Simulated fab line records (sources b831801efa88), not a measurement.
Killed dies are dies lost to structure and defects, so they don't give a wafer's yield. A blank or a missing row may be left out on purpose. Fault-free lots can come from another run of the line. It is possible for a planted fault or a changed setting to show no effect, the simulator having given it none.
8D (eight disciplines) problem report, filled in by code || flow sky130 || the parts of the form that need people (team, actions taken, sign-off) are left out

## 1. THE PROBLEM
Wafers without a fault read 306.1 s, standard deviation 2.3; runLengthS at SKY_SONOS_ONO_WET_ETCH_16 reads a mean of 296.1 s on 6 wafers belonging to 2 lots. That puts it -4.4 standard deviations away from the usual mean.
The step: etches SiO2 in dHF, target depth 14 nm, time 280 s.
First seen on wafer L400.4, day 16 08:59, on wetBench-01. The record has a number at this step for 39 wafers belonging to 13 lots. Rule for "out" (also "out of limits"): further than 4 standard deviations from the usual mean. All remaining wafers that have a number are taken as sound.

## 2. WHAT IT IS, WHAT IT ISN'T
{"question": "which readings at this step", "is": "runLengthS", "is not": "-"}
{"question": "which lots", "is": "L400, L401", "is not": "L390, L391, L392, L393, L396, L402, L404, L405, L406, L409, L413"}
{"question": "which wafers of those lots", "is": "all that have a number", "is not": "-"}
{"question": "read on which tools", "is": "wetBench-01", "is not": "wetBench-02, wetBench-04"}
{"question": "when", "is": "from day 16 08:59", "is not": "up to then (15 sound wafers); but 18 sound wafers of L402, L404, L405, L406, L409, L413 came after"}

## 3. WHAT RULES OUT EACH SUSPECT
Counting: a tool at a process step up to the reading stays a suspect if it ran every lot that is out and no sound lot after the first of them.
- wetBench-01 at SKY_SONOS_ONO_WET_ETCH_16 (etches SiO2 in dHF, target depth 14 nm, time 280 s): ruled out as a lasting fault. Following L400 (day 16 08:59), the first lot on it that is out, the sound lots L413 were run on it.
Left after counting: nothing in the record.

## 4. THE CAUSE (what the simulator had put in)
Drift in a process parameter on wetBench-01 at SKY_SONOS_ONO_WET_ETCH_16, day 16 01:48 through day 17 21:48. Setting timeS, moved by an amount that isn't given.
Counting ruled it out, wrongly.

## 5. SEQUENCE OF EFFECTS, ordered by route
Each row: a reading whose mean over the struck wafers that have a number lies more than 3 standard deviations from the usual. Readings are gone through only where the record gives a usual standard deviation; hours: the median, over the lots, of the time from a lot's start at the first step in this table giving one to that lot's start at this step; sigmas: the change measured in usual standard deviations.
{"hours": 0, "step": "SKY_SONOS_ONO_WET_ETCH_16", "reading": "runLengthS", "usual": "306.1 s", "on struck wafers": 296.1, "change": -10.1, "sigmas": -4.4}
Process steps it contains:
- SKY_SONOS_ONO_WET_ETCH_16: etches SiO2 in dHF, target depth 14 nm, time 280 s.

## 6. WHAT WOULD HAVE CAUGHT IT SOONER
The fault began at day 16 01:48; the first out-of-limits reading in this record came at day 16 08:59, 7 hours later.
